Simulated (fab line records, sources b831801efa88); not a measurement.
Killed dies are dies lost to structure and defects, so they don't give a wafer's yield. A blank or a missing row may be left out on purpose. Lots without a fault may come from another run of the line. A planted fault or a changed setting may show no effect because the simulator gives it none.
Which tool did it? | flow gf180mcu | 10 lots, 30 wafers sampled, at 4 steps of a route of 602

WHAT THE GAUGES READ, wafer by wafer
GF_M3_OVL_MEAS_15.
lot  | measured     | on         | M3_OVL (nm)
L778 | day 22 02:28 | overlay-02 | -3 -10 -4
L780 | day 22 21:49 | overlay-01 | 1 6 4
L782 | day 23 10:22 | overlay-01 | 0 -5 -2
L789 | day 26 00:44 | overlay-02 | -9 -1 -5
L793 | day 27 09:25 | overlay-01 | 6 0 -4
L798 | day 28 18:18 | overlay-01 | 12 15 11
L799 | day 28 22:55 | overlay-02 | -6 -8 -4

WHICH TOOL RAN EACH LOT (tool, then ch and the chambers of the sampled wafers, then the start)
lot  | GF_V2_ETCH_16                      | GF_V2_ETCH_17                                 | GF_V2_STRIP_18
L778 | rie_diel-02 ch 0,1, day 21 01:02   | rie_diel-02 ch 0,1, day 21 01:10 or earlier   | plasma_asher-03 ch 0,1, day 21 01:10
L780 | rie_diel-03 ch 2,3, day 21 20:50   | rie_diel-03 ch 2,3, day 21 20:58 or earlier   | plasma_asher-01 ch 0,1, day 21 20:58
L782 | rie_diel-02 ch 0,1,3, day 22 09:59 | rie_diel-02 ch 0,1,3, day 22 10:07 or earlier | plasma_asher-01 ch 0,1, day 22 10:07
L789 | rie_diel-02 ch 1,2,3, day 25 01:53 | rie_diel-02 ch 1,2,3, day 25 02:01 or earlier | plasma_asher-03 ch 0,1, day 25 02:01
L791 | rie_diel-01 ch 0,1, day 25 14:08   | rie_diel-01 ch 0,1, day 25 14:15 or earlier   | plasma_asher-03 ch 0,1, day 25 14:15
L792 | rie_diel-03 ch 0,2, day 25 21:44   | rie_diel-03 ch 0,2, day 25 21:52 or earlier   | plasma_asher-03 ch 0,1, day 25 21:52
L794 | rie_diel-02 ch 0,1, day 26 09:23   | rie_diel-02 ch 0,1, day 26 09:33 or earlier   | plasma_asher-02 ch 0,1, day 26 09:33
L793 | rie_diel-01 ch 1,2, day 26 11:23   | rie_diel-01 ch 1,2, day 26 11:31 or earlier   | plasma_asher-02 ch 0,1, day 26 11:31
L798 | rie_diel-01 ch 2,3, day 27 21:08   | rie_diel-01 ch 2,3, day 27 21:16 or earlier   | plasma_asher-03 ch 0,1, day 27 21:16
L799 | rie_diel-01 ch 0,1,2, day 28 00:35 | rie_diel-01 ch 0,1,2, day 28 00:43 or earlier | plasma_asher-02 ch 0,1, day 28 00:43
- GF_V2_ETCH_16: etches BARC in N2/H2.
- GF_V2_ETCH_17: etches SiO2 in C4F8/O2/Ar, stops on TiN, target depth 630 nm.
- GF_V2_STRIP_18: strips in O2/N2.

WHAT THE TOOLS THEMSELVES READ (means of the sampled wafers that have a number; where no wafer has one, the mark that the record gives instead)
GF_V2_ETCH_16.
lot  | tool        | bias_w (W) | chamber_pressure_mTorr (mTorr) | drypump_motor_current_A (A) | h2_flow_sccm (sccm) | oes_product_au (a.u.) | throttle_valve_pct (%)
L778 | rie_diel-02 | 100.0      | 30.01                          | 5.7                         | 200.2               | 0.857                 | 13.226
L780 | rie_diel-03 | 100.2      | 29.97                          | 5.6                         | 200.2               | 0.854                 | 13.232
L782 | rie_diel-02 | 100.1      | 29.97                          | 5.8                         | 199.7               | 0.857                 | 13.228
L789 | rie_diel-02 | 99.7       | 29.97                          | 5.6                         | 199.6               | 0.854                 | 13.221
L791 | rie_diel-01 | -          | -                              | -                           | -                   | -                     | -
L792 | rie_diel-03 | -          | -                              | -                           | -                   | -                     | -
L794 | rie_diel-02 | -          | -                              | -                           | -                   | -                     | -
L793 | rie_diel-01 | 100.0      | 29.99                          | 5.9                         | 199.5               | 0.852                 | 13.220
L798 | rie_diel-01 | 99.9       | 29.97                          | 6.5                         | 200.5               | 0.858                 | 13.218
L799 | rie_diel-01 | 100.2      | 29.99                          | 5.9                         | 199.1               | 0.854                 | 13.224

GF_V2_ETCH_17.
lot  | tool        | bias_w (W) | chamber_pressure_mTorr (mTorr) | oes_product_au (a.u.)
L778 | rie_diel-02 | 1202       | 40.01                          | 0.856
L780 | rie_diel-03 | 1201       | 39.95                          | 0.853
L782 | rie_diel-02 | 1198       | 40.01                          | 0.855
L789 | rie_diel-02 | 1197       | 40.02                          | 0.856
L791 | rie_diel-01 | 1202       | 40.02                          | 0.377
L792 | rie_diel-03 | 1201       | 40.01                          | 0.370
L794 | rie_diel-02 | 1197       | 39.98                          | 0.375
L793 | rie_diel-01 | 1203       | 40.02                          | 0.853
L798 | rie_diel-01 | 1200       | 40.01                          | 0.856
L799 | rie_diel-01 | 1197       | 40.01                          | 0.851

GF_V2_STRIP_18.
lot  | tool            | drypump_motor_current_A (A) | heater_power_w (W) | o2_flow_sccm (sccm) | oes_product_au (a.u.) | platen_temp_c (C)
L778 | plasma_asher-03 | 6.04                        | 283                | 2990                | 0.593                 | 250.09
L780 | plasma_asher-01 | 6.11                        | 314                | 2999                | 0.591                 | 250.03
L782 | plasma_asher-01 | 6.08                        | 310                | 2994                | 0.597                 | 250.00
L789 | plasma_asher-03 | 5.90                        | 306                | 2993                | 0.586                 | 250.20
L791 | plasma_asher-03 | 6.06                        | 287                | 2991                | 0.607                 | 250.06
L792 | plasma_asher-03 | 6.01                        | 286                | 3003                | 0.611                 | 249.81
L794 | plasma_asher-02 | 5.59                        | 318                | 3000                | 0.612                 | 249.82
L793 | plasma_asher-02 | 5.59                        | 314                | 3005                | 0.593                 | 249.85
L798 | plasma_asher-03 | 5.90                        | 307                | 3007                | 0.594                 | 249.97
L799 | plasma_asher-02 | 5.58                        | 316                | 3008                | 0.591                 | 250.21

THE ANSWER, worked out from the rows above alone
Rule: what is usual is taken from the lots themselves. Put in order of their means at a reading, lots are off if they are a third of the lots or fewer, leave a main group of 4 or more, and stand apart from it by a gap of 3 or more times the standard deviation of the main group's means; of several such gaps the widest counts. A main group whose means are all the same, to the digits that the tables above print for the reading, isn't used. A lot without any number at a reading at which 4 lots or more have one is off too. The other lots that the step has rows for count as sound. The gauges are gone through in route order, then the tools' own readings, and for those a lot's mean is taken as printed above. The first step at which some lot is off is used, and at that step the reading that is off furthest; a lot without a number counts as furthest.
Off: L791, L792, L794, at GF_V2_ETCH_16 (bias_w). Without a number there: L791, L792, L794. The main group: mean 100.0 W, standard deviation 0.16.
A tool fits if, at that step or a process step before it, it ran every lot that is off, and no sound lot after the first of them. None of those tried fits.

WHAT THE SIMULATOR HAD PUT IN
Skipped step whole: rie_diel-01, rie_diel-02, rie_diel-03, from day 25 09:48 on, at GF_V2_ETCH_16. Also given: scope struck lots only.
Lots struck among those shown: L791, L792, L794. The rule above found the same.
